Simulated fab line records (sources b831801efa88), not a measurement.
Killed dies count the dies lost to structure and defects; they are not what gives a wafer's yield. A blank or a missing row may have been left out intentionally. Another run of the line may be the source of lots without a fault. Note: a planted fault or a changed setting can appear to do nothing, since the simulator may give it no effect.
Which tool was responsible? ; flow sky130 ; 14 lots, 42 wafers sampled, at 2 steps of a route of 708

WHAT EACH GAUGE READ, for each wafer
No reading from a measuring or inspecting step in the record can be judged against a usual standard deviation.

WHAT TOOL EACH LOT RAN ON (gives the tool, then ch and the chambers of the sampled wafers, and finally the start)
lot;SKY_CONTACT_SPUTTER_23;SKY_PAD_OPEN_PROBE_99
L431;pvdSputter-02, day 31 21:38;-
L433;pvdSputter-02, day 32 09:07;-
L437;pvdSputter-02, day 33 21:47;prober-02, day 47 15:59
L438;pvdSputter-04, day 34 00:22;prober-01, day 47 17:49
L445;pvdSputter-02, day 36 01:54;-
L446;pvdSputter-04, day 36 11:56;-
L447;pvdSputter-02, day 36 21:56;prober-02, day 49 15:59
L448;pvdSputter-03, day 37 04:18;prober-01, day 49 22:24
L449;pvdSputter-03, day 37 14:13;prober-02, day 50 06:04
L450;pvdSputter-04, day 37 18:07;prober-01, day 50 07:31
L451;pvdSputter-04, day 37 23:07;-
L452;pvdSputter-04, day 38 06:02;prober-01, day 50 12:20
L453;pvdSputter-03, day 38 18:40;-
L454;pvdSputter-03, day 38 19:44;-
- SKY_CONTACT_SPUTTER_23: material TiN, target thk 20 nm, time 80 s.
- SKY_PAD_OPEN_PROBE_99

AS READ BY THE TOOLS THEMSELVES (means over the sampled wafers that have a number; for cases with no such wafer, the mark the record gives instead)
SKY_CONTACT_SPUTTER_23. Usual: cathodeDcPowerW 4000.0 W, standard deviation 0.72; chamberPressurePa 5.000 Pa, standard deviation 0.0099; throttleValvePct 30.4 %, standard deviation 1.2.
lot;tool;cathodeDcPowerW (W);chamberPressurePa (Pa);throttleValvePct (%);flag
L431;pvdSputter-02;3999.9;4.998;28.6;
L433;pvdSputter-02;4001.4;5.003;29.4;
L437;pvdSputter-02;-;-;-;OFF
L438;pvdSputter-04;-;-;-;OFF
L445;pvdSputter-02;3999.7;5.010;29.3;
L446;pvdSputter-04;4000.3;4.998;30.8;
L447;pvdSputter-02;4000.1;4.998;30.8;
L448;pvdSputter-03;4000.1;4.997;29.7;
L449;pvdSputter-03;4000.3;4.998;29.6;
L450;pvdSputter-04;3999.3;4.993;31.5;
L451;pvdSputter-04;4000.3;5.002;31.2;
L452;pvdSputter-04;3999.9;5.003;30.3;
L453;pvdSputter-03;3999.5;4.995;29.7;
L454;pvdSputter-03;4000.5;5.005;30.4;

SKY_PAD_OPEN_PROBE_99. Usual: killed_at_M0_to_M3 43, standard deviation 6.6; killed_at_M4_up 3.4, standard deviation 1.8; killedAtContacts 24, standard deviation 4.9; killedAtFrontEnd 15, standard deviation 4.1; killedAtOther 0.3, standard deviation 0.55; killedDies 85, standard deviation 8.8; killedOnRim 17, standard deviation 3.7; killedOpen 46, standard deviation 6.1; killedShort 39, standard deviation 5.7.
lot;tool;killed_at_M0_to_M3;killed_at_M4_up;killedAtContacts;killedAtFrontEnd;killedAtOther;killedDies;killedOnRim;killedOpen;killedShort;flag
L437;prober-02;41;3.0;433;15;0.3;492;96;42;40;OFF
L438;prober-01;41;3.3;432;14;1.3;492;96;46;41;OFF
L447;prober-02;40;4.3;21;17;0.0;82;13;44;38;
L448;prober-01;36;3.7;25;18;0.0;82;17;47;35;
L449;prober-02;44;6.0;25;18;0.3;93;17;47;46;
L450;prober-01;46;3.0;19;12;0.3;80;18;39;41;
L452;prober-01;39;3.3;20;13;0.0;76;15;44;32;

THE ANSWER, worked out from the rows above alone
Rule: lot off if the mean of its wafers having a number is beyond 3 standard deviations from the usual mean. A lot without any number at a reading at which 4 lots or more have one is off too. The other lots that the step has rows for count as sound. After the gauges, taken in route order, come the tools' own readings; for these a lot's mean is taken, as printed above. At the first step where some lot is off, the reading lying furthest off is the one used; lots without a number count as furthest.
Off: L437, L438, at SKY_CONTACT_SPUTTER_23 (cathodeDcPowerW). Without a number there: L437, L438.
If a tool, at that step or one of the process steps before it, ran each lot that is off and ran no sound lot following the first of them, it fits. Not one of the candidates tried fits.

WHAT THE SIMULATOR PUT IN
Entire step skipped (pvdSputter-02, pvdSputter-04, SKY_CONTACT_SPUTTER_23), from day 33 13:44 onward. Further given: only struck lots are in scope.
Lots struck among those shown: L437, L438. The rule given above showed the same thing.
